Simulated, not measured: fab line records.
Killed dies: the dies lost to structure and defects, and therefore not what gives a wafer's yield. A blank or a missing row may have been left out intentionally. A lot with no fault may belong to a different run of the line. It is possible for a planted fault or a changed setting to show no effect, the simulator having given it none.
fab line records + flow sfqLine
record:
- lots: 5
- wafers: 15
- lastDay: 85
route steps=325 shown JJ@194 M5@198
lots that met no fault: from a run of the same line without faults
startH: the number of hours between the record's first day and the start of the first shown wafer of the lot + waitH: hours from the lot's prior step to this one + " the same as in the row above + L1.1+2: one row covering several wafers at once + - no value present, or no start provided + * or withheld: withheld + < > ~ a bound
route shown NAME@n: names a module that has steps shown in the file, with the first one's number in the route + usual: mean and standard deviation over wafers with no fault + same: alike in all rows + chamber/n: place in a boat + sites: the reading at each site + _std_site: their standard deviation + _edge_site: inner sites' mean taken away from outer sites' mean + radiusMm: how far each site lies from the wafer's centre + mask NAME#n: copy n + behind: tool/chamber where the wafer was last shaped + hold: what put the lot on hold/how long, in hours/how the hold closed + device: the transistor (n, p or np) that didn't switch + end of line: at the end of the route, the tests of the same wafers + a step given without rows: its recipe and nothing more + killed: at the first sort, the dies lost to defects and structure; wafer yield is something else + map: shows each die of a wafer: x if killed, . if not, _ if none is there
set.NAME: the setting as run; set.NAME@STEP: as run at that earlier step + model.NAME: the simulator's own value behind a step, which no gauge read
lots seen at some steps along the route; tables by step, rows by wafer
services: when a tool's chamber went out of use (startH, in hours from the record's first day, below 0 if earlier), for how many hours, and the reason
== steps ==
step: SFQ_TRILAYER_JJ_CE_ETCH_RIE_118
recipe:
- target: Nb
- stopOn: Al2O3
- maskMaterial: PR
- taperDeg: 13.257
- overEtchFrac: 0.15
- timeS: 97.7
- chemistry: SF6
- targetDepthNm: 170
- icpW: 600
- biasW: 80
- pressureMtorr: 9.727
usual:
- drypumpMotorCurrentA: 5.5/0.52
- oesProductAu: 0.990/0.0066
| lot.wafer | tool        | chamber | startH  | waitH | drypumpMotorCurrentA | oesProductAu | rfHoursCounterH |
|-----------|-------------|---------|---------|-------|----------------------|--------------|-----------------|
| L494.1    | rieMetal-02 | 1       | 1100.44 | 0.1   | 5.2                  | 0.989        | 11              |
| L494.2    | "           | 0       | "       | "     | 6.1                  | 0.989        | 23              |
| L494.5    | "           | 0       | "       | "     | 6.2                  | 0.995        | -               |
| L506.1    | rieMetal-02 | 1       | 1411.67 | 0.1   | 5.2                  | 0.983        | 53              |
| L506.4    | "           | 1       | "       | "     | 5.2                  | 0.983        | -               |
| L506.5    | "           | 0       | "       | "     | 6.1                  | 0.995        | -               |
| L507.1    | rieMetal-02 | 1       | 1415.27 | 0.1   | 5.2                  | 0.989        | 53              |
| L507.3    | "           | 1       | "       | "     | 5.2                  | 0.988        | -               |
| L507.6    | "           | 1       | "       | "     | 5.2                  | 0.996        | -               |
| L510.2    | rieMetal-01 | 1       | 1429.67 | 0.1   | 6.2                  | 0.993        | 53              |
| L510.5    | "           | 0       | "       | "     | 5.3                  | 0.993        | -               |
| L510.6    | "           | 1       | "       | "     | 6.2                  | 0.997        | -               |
| L511.1    | rieMetal-02 | 1       | 1439.27 | 0.1   | 5.2                  | 0.990        | 57              |
| L511.5    | "           | 1       | "       | "     | 5.2                  | 0.987        | -               |
| L511.6    | "           | 0       | "       | "     | 6.2                  | 0.992        | -               |
step: SFQ_TRILAYER_JJ_ANODIZE_ANODIZE_119
recipe:
- currentDensityMaCm2: withheld
- endCurrentDensityMaCm2: withheld
- bathTempC: withheld
step: SFQ_TRILAYER_JJ_CE_STRIP_STRIP_120
recipe:
- gas: O2
- powerW: 200
- platenTempC: 40
- overashFraction: 0.65
- chemistry: O2
- pressureMtorr: 50
usual:
- drypumpMotorCurrentA: 5.5/0.53
- oesProductAu: 1.002/0.0073
| lot.wafer | tool        | chamber | startH  | waitH | drypumpMotorCurrentA | oesProductAu | rfHoursCounterH |
|-----------|-------------|---------|---------|-------|----------------------|--------------|-----------------|
| L494.1    | rieMetal-04 | 0       | 1101.04 | 0.0   | 4.8                  | 1.009        | 14              |
| L494.2    | "           | 1       | "       | "     | 5.8                  | 0.989        | 9               |
| L494.5    | "           | 0       | "       | "     | 4.8                  | 1.000        | -               |
| L506.1    | rieMetal-04 | 1       | 1412.28 | 0.0   | 5.8                  | 1.002        | 56              |
| L506.4    | "           | 1       | "       | "     | 5.8                  | 1.005        | -               |
| L506.5    | "           | 1       | "       | "     | 5.8                  | 1.007        | -               |
| L507.1    | rieMetal-01 | 0       | 1415.88 | 0.0   | 5.3                  | 1.016        | 94              |
| L507.3    | "           | 1       | "       | "     | 6.2                  | 1.006        | -               |
| L507.6    | "           | 0       | "       | "     | 5.3                  | 1.007        | -               |
| L510.2    | rieMetal-01 | 0       | 1430.28 | 0.0   | 5.3                  | 1.008        | 96              |
| L510.5    | "           | 0       | "       | "     | 5.3                  | 1.017        | -               |
| L510.6    | "           | 1       | "       | "     | 6.2                  | 1.007        | -               |
| L511.1    | rieMetal-01 | 0       | 1439.88 | 0.0   | 5.3                  | 1.013        | 98              |
| L511.5    | "           | 0       | "       | "     | 5.3                  | 0.995        | -               |
| L511.6    | "           | 1       | "       | "     | 6.2                  | 1.000        | -               |
step: SFQ_TRILAYER_JJ_CE_STRIP_SOLV_CLEAN_121
recipe:
- chemistry: NMP
- tempC: 70
- timeS: 600
step: SFQ_TRILAYER_M5_LITHO_COAT_128
recipe:
- resist: BARC
- spinRpm: 3000
- resistThkNm: 62
step: SFQ_TRILAYER_M5_LITHO_COAT_123
recipe:
- resist: KrF
- spinRpm: 3000
- resistThkNm: 600
step: SFQ_TRILAYER_M5_LITHO_SOFTBAKE_127
recipe:
- tempC: withheld
- timeS: withheld
- resist: KrF
step: SFQ_TRILAYER_M5_LITHO_EXPOSE_124
recipe:
- maskId: M5
- na: 0.6
- sourceShape: conventional
- sigmaOuter: 0.65
- targetCdNm: 700
- doseMj: 14.4
step: SFQ_TRILAYER_M5_LITHO_PEB_126
recipe:
- pebTempC: 115
- pebTimeS: 60
- resist: KrF
step: SFQ_TRILAYER_M5_LITHO_DEVELOP_125
recipe:
- timeS: 60
- resist: KrF
step: SFQ_M5_OVL_MEAS_932
usual:
- M5_OVL: 2/4.7
| lot.wafer | tool       | chamber | startH  | waitH | M5_OVL[nm] |
|-----------|------------|---------|---------|-------|------------|
| L494.1    | overlay-01 | -       | 1104.07 | 0.1   | -3         |
| L494.2    | "          | -       | "       | "     | 1          |
| L494.5    | "          | -       | "       | "     | -2         |
| L506.1    | overlay-02 | -       | 1541.77 | 0.1   | 3          |
| L506.4    | "          | -       | "       | "     | 5          |
| L506.5    | "          | -       | "       | "     | 8          |
| L507.1    | overlay-01 | -       | 1545.37 | 0.1   | 2          |
| L507.3    | "          | -       | "       | "     | 4          |
| L507.6    | "          | -       | "       | "     | 10         |
| L510.2    | overlay-01 | -       | 1564.57 | 0.1   | 8          |
| L510.5    | "          | -       | "       | "     | 5          |
| L510.6    | "          | -       | "       | "     | 3          |
| L511.1    | overlay-01 | -       | 1571.77 | 0.1   | -7         |
| L511.5    | "          | -       | "       | "     | -2         |
| L511.6    | "          | -       | "       | "     | 2          |
step: SFQ_TRILAYER_M5_BARC_OPEN_METAL_ETCH_161
recipe:
- maskMaterial: PR
- chemistry: O2
- targetDepthNm: 125
- target: BARC
- icpW: 600
- biasW: 80
- pressureMtorr: 10
- timeS: 41.7
usual:
- drypumpMotorCurrentA: 5.9/0.61
- oesProductAu: 0.685/0.0045
- rfFwdPowerW: 593.6/2
| lot.wafer | tool        | chamber | startH  | waitH | drypumpMotorCurrentA | oesProductAu | rfFwdPowerW | rfHoursCounterH |
|-----------|-------------|---------|---------|-------|----------------------|--------------|-------------|-----------------|
| L494.1    | rieMetal-03 | 1       | 1104.11 | 0.0   | 6.1                  | 0.688        | 594.0       | 95              |
| L494.2    | "           | 0       | "       | "     | 6.6                  | 0.681        | 594.4       | 86              |
| L494.5    | "           | 0       | "       | "     | 6.6                  | 0.687        | 593.7       | -               |
| L506.1    | rieMetal-03 | 1       | 1541.80 | 0.0   | 6.1                  | 0.689        | 591.9       | 16              |
| L506.4    | "           | 0       | "       | "     | 6.6                  | 0.679        | 595.6       | -               |
| L506.5    | "           | 1       | "       | "     | 6.1                  | 0.685        | 595.1       | -               |
| L507.1    | rieMetal-02 | 0       | 1545.40 | 0.0   | 6.1                  | 0.690        | 592.7       | 99              |
| L507.3    | "           | 0       | "       | "     | 6.1                  | 0.690        | 593.5       | -               |
| L507.6    | "           | 1       | "       | "     | 5.2                  | 0.683        | 591.6       | -               |
| L510.2    | rieMetal-02 | 1       | 1564.60 | 0.0   | 5.2                  | 0.688        | 594.4       | 74              |
| L510.5    | "           | 0       | "       | "     | 6.2                  | 0.680        | 592.2       | -               |
| L510.6    | "           | 1       | "       | "     | 5.2                  | 0.680        | 592.2       | -               |
| L511.1    | rieMetal-02 | 0       | 1571.80 | 0.0   | 6.1                  | 0.681        | 597.3       | 102             |
| L511.5    | "           | 0       | "       | "     | 6.1                  | 0.689        | 595.8       | -               |
| L511.6    | "           | 1       | "       | "     | 5.2                  | 0.683        | 593.6       | -               |
step: SFQ_TRILAYER_M5_ETCH_METAL_ETCH_126
recipe:
- target: Nb
- stopOn: SiO2
- maskMaterial: PR
- overEtchFrac: 0.15
- timeS: 203.2
- chemistry: Cl2/BCl3
- targetDepthNm: 265
- icpW: 600
- biasW: 80
- pressureMtorr: 10
usual:
- drypumpMotorCurrentA: 5.9/0.61
- oesProductAu: 0.729/0.0052
- rfFwdPowerW: 598.2/1.7
| lot.wafer | tool        | chamber | startH  | waitH | drypumpMotorCurrentA | oesProductAu | rfFwdPowerW | rfHoursCounterH | model.KrF_of_TRILAYER_M5_LITHO_COAT_123.thkNm | model.M5.featureDepthNm | model.SiO2_of_TRILAYER_I4_DEP_PECVD_099.thkNm |
|-----------|-------------|---------|---------|-------|----------------------|--------------|-------------|-----------------|-----------------------------------------------|-------------------------|-----------------------------------------------|
| L494.1    | rieMetal-03 | 1       | 1104.17 | 0.0   | 6.1                  | 0.733        | 596.6       | 95              | 372.3                                         | 161.4                   | 180.2                                         |
| L494.2    | "           | 0       | "       | "     | 6.7                  | 0.723        | 596.5       | 86              | 372.2                                         | 161.9                   | 181.6                                         |
| L494.5    | "           | 0       | "       | "     | 6.6                  | 0.731        | 600.0       | -               | 368.2                                         | 162.2                   | 179.8                                         |
| L506.1    | rieMetal-03 | 1       | 1541.86 | 0.0   | 6.1                  | 0.718        | 693.5       | 16              | 351                                           | 165.2                   | 175                                           |
| L506.4    | "           | 0       | "       | "     | 6.6                  | 0.729        | 596.9       | -               | 370.3                                         | 162.4                   | 179                                           |
| L506.5    | "           | 1       | "       | "     | 6.1                  | 0.714        | 693.6       | -               | 348.9                                         | 165                     | 174.7                                         |
| L507.1    | rieMetal-02 | 0       | 1545.46 | 0.0   | 6.2                  | 0.730        | 598.1       | 99              | 376.3                                         | 162.8                   | 179                                           |
| L507.3    | "           | 0       | "       | "     | 6.1                  | 0.728        | 599.2       | -               | 374                                           | 161.3                   | 179                                           |
| L507.6    | "           | 1       | "       | "     | 5.2                  | 0.732        | 597.2       | -               | 376.3                                         | 162.4                   | 178.9                                         |
| L510.2    | rieMetal-02 | 1       | 1564.66 | 0.0   | 5.2                  | 0.729        | 600.2       | 74              | 374                                           | 161.2                   | 180                                           |
| L510.5    | "           | 0       | "       | "     | 6.1                  | 0.730        | 598.3       | -               | 372.5                                         | 162                     | 179.4                                         |
| L510.6    | "           | 1       | "       | "     | 5.2                  | 0.728        | 598.2       | -               | 372.6                                         | 161.8                   | 180.2                                         |
| L511.1    | rieMetal-02 | 0       | 1571.86 | 0.0   | 6.1                  | 0.728        | 595.9       | 102             | 374.3                                         | 163.6                   | 179                                           |
| L511.5    | "           | 0       | "       | "     | 6.1                  | 0.726        | 599.1       | -               | 373.2                                         | 162.8                   | 179.1                                         |
| L511.6    | "           | 1       | "       | "     | 5.2                  | 0.726        | 598.9       | -               | 374.9                                         | 162.4                   | 178.2                                         |
step: SFQ_TRILAYER_M5_STRIP_STRIP_127
recipe:
- gas: O2
- powerW: 200
- platenTempC: 40
- overashFraction: 0.65
- chemistry: O2
- pressureMtorr: 50
usual:
- drypumpMotorCurrentA: 5.8/0.62
- oesProductAu: 0.998/0.0071
| lot.wafer | tool        | chamber | startH  | waitH | drypumpMotorCurrentA | oesProductAu | rfHoursCounterH |
|-----------|-------------|---------|---------|-------|----------------------|--------------|-----------------|
| L494.1    | rieMetal-03 | 1       | 1104.36 | 0.1   | 6.1                  | 1.001        | 95              |
| L494.2    | "           | 0       | "       | "     | 6.6                  | 1.010        | 86              |
| L494.5    | "           | 0       | "       | "     | 6.6                  | 0.991        | -               |
| L506.1    | rieMetal-03 | 1       | 1542.06 | 0.1   | 6.1                  | 1.000        | 16              |
| L506.4    | "           | 0       | "       | "     | 6.6                  | 0.997        | -               |
| L506.5    | "           | 1       | "       | "     | 6.1                  | 0.990        | -               |
| L507.1    | rieMetal-02 | 0       | 1545.66 | 0.1   | 6.1                  | 0.992        | 99              |
| L507.3    | "           | 0       | "       | "     | 6.1                  | 0.989        | -               |
| L507.6    | "           | 1       | "       | "     | 5.2                  | 0.995        | -               |
| L510.2    | rieMetal-02 | 1       | 1564.86 | 0.1   | 5.2                  | 1.004        | 74              |
| L510.5    | "           | 0       | "       | "     | 6.1                  | 0.994        | -               |
| L510.6    | "           | 1       | "       | "     | 5.2                  | 0.998        | -               |
| L511.1    | rieMetal-02 | 0       | 1572.06 | 0.1   | 6.1                  | 1.002        | 102             |
| L511.5    | "           | 0       | "       | "     | 6.1                  | 0.996        | -               |
| L511.6    | "           | 1       | "       | "     | 5.2                  | 0.991        | -               |
== services ==
| tool        | chamber | startH  | hours | kind                        |
|-------------|---------|---------|-------|-----------------------------|
| rieMetal-03 | -       | 1085.31 | 15.8  | repair                      |
| rieMetal-02 | -       | 1091.76 | 2.8   | pm                          |
| rieMetal-01 | -       | 1115.28 | 28.1  | pm                          |
| rieMetal-04 | 0       | 1135.30 | 3.4   | repair                      |
| rieMetal-03 | -       | 1138.70 | 2.8   | pm                          |
| rieMetal-01 | 0       | 1158.35 | 12.4  | repair                      |
| rieMetal-01 | -       | 1183.03 | 4.3   | pm                          |
| rieMetal-02 | 1       | 1203.92 | 48.4  | repair                      |
| rieMetal-03 | -       | 1205.98 | 1.4   | pm                          |
| rieMetal-02 | -       | 1263.77 | 0.3   | repair                      |
| rieMetal-04 | -       | 1325.86 | 1.9   | repair                      |
| rieMetal-04 | -       | 1330.58 | 2.8   | pm                          |
| rieMetal-04 | 1       | 1375.14 | 14.0  | repair                      |
| rieMetal-03 | 1       | 1396.74 | 3.9   | repair                      |
| rieMetal-03 | 1       | 1400.66 | -     | clean                       |
| rieMetal-03 | 1       | 1400.66 | -     | consumableReplace:focusRing |
| rieMetal-04 | -       | 1413.75 | 0.3   | repair                      |
| rieMetal-01 | -       | 1449.10 | 0.9   | repair                      |
| rieMetal-02 | 1       | 1468.06 | 4.8   | repair                      |
| rieMetal-02 | -       | 1470.36 | 1.4   | pm                          |
| rieMetal-01 | -       | 1489.10 | 10.0  | pm                          |
| rieMetal-01 | 1       | 1501.29 | 4.5   | repair                      |
| rieMetal-04 | -       | 1530.47 | 1.1   | repair                      |
| rieMetal-03 | 0       | 1532.72 | 6.4   | repair                      |
== key ==
firstSign:
- step: SFQ_TRILAYER_M5_ETCH_METAL_ETCH_126
- reading: rfFwdPowerW
- direction: up
- sigmas: 56
- usual: 598.2
- struck: 693.6
effect none on later readings
modelEffect:
- step: SFQ_TRILAYER_M5_ETCH_METAL_ETCH_126
- value: KrF_of_TRILAYER_M5_LITHO_COAT_123.thkNm
- without: 371
- struck: 350
metAt SFQ_TRILAYER_M5_ETCH_METAL_ETCH_126
struckWafers L506.1,L506.5
onsetBetween 1104.17 1541.86
fault:
- kind: processParameterDrift
- tool: rieMetal-03
- chamber: 1
- onsetH: 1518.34
- steps: SFQ_TRILAYER_M5_ETCH_METAL_ETCH_126
- channel: icpW
- offset: 96
- shape: step
- endH: 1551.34
- actsIn: theseRecipesOnly
- stated: 600
